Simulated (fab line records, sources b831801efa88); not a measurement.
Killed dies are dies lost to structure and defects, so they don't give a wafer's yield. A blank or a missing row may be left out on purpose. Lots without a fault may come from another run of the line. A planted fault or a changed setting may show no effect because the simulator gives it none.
Which tool did it? | flow sky130 | 6 lots, 18 wafers sampled, at 3 steps of a route of 708

WHAT THE GAUGES READ, wafer by wafer
SKY_GATE_OXIDE_TW_MEAS_14.
lot  | measured     | on            | GATE_OXIDE_TW
L665 | day 15 01:13 | film_metro-03 | 225.1 225.2 226.5
L667 | day 15 14:37 | film_metro-03 | 226.0 225.8 225.4
L669 | day 16 02:55 | film_metro-04 | 225.4 224.2 225.8
L671 | day 16 16:22 | film_metro-02 | 228.7 228.4 228.1
L683 | day 20 20:19 | film_metro-02 | 195.7 196.1 195.1
L686 | day 22 11:53 | film_metro-03 | 223.7 223.0 223.4

WHICH TOOL RAN EACH LOT (tool, then ch and the chambers of the sampled wafers, then the start)
lot  | SKY_GATE_OXIDE_IMPLANT_11       | SKY_GATE_OXIDE_STRIP_13
L665 | implanter-01 ch 0, day 15 00:52 | plasma_asher-03 ch 0,1, day 15 01:07
L667 | implanter-01 ch 0, day 15 14:16 | plasma_asher-01 ch 0,1, day 15 14:31
L669 | implanter-02 ch 0, day 16 02:34 | plasma_asher-03 ch 0,1, day 16 02:49
L671 | implanter-04 ch 0, day 16 16:02 | plasma_asher-01 ch 0,1, day 16 16:16
L683 | implanter-04 ch 0, day 20 19:58 | plasma_asher-01 ch 0,1, day 20 20:13
L686 | implanter-02 ch 0, day 22 11:34 | plasma_asher-01 ch 0,1, day 22 11:47
- SKY_GATE_OXIDE_IMPLANT_11
- SKY_GATE_OXIDE_STRIP_13: strips in O2/N2.

THE ANSWER, worked out from the rows above alone
Rule: what is usual is taken from the lots themselves. Put in order of their means at a reading, lots are off if they are a third of the lots or fewer, leave a main group of 4 or more, and stand apart from it by a gap of 3 or more times the standard deviation of the main group's means; of several such gaps the widest counts. A main group whose means are all the same, to the digits that the tables above print for the reading, isn't used. A lot without any number at a reading at which 4 lots or more have one is off too. The other lots that the step has rows for count as sound.
Off: L683, at SKY_GATE_OXIDE_TW_MEAS_14 (GATE_OXIDE_TW). The main group: mean 225.6, standard deviation 1.6.
A tool fits if, at a process step before that reading, it ran every lot that is off, and no sound lot after the first of them. The gauges at SKY_GATE_OXIDE_TW_MEAS_14 are tried like those tools. Can't be told from this: 2 tools fit, implanter-04 at SKY_GATE_OXIDE_IMPLANT_11, film_metro-02 at SKY_GATE_OXIDE_TW_MEAS_14.

WHAT THE SIMULATOR HAD PUT IN
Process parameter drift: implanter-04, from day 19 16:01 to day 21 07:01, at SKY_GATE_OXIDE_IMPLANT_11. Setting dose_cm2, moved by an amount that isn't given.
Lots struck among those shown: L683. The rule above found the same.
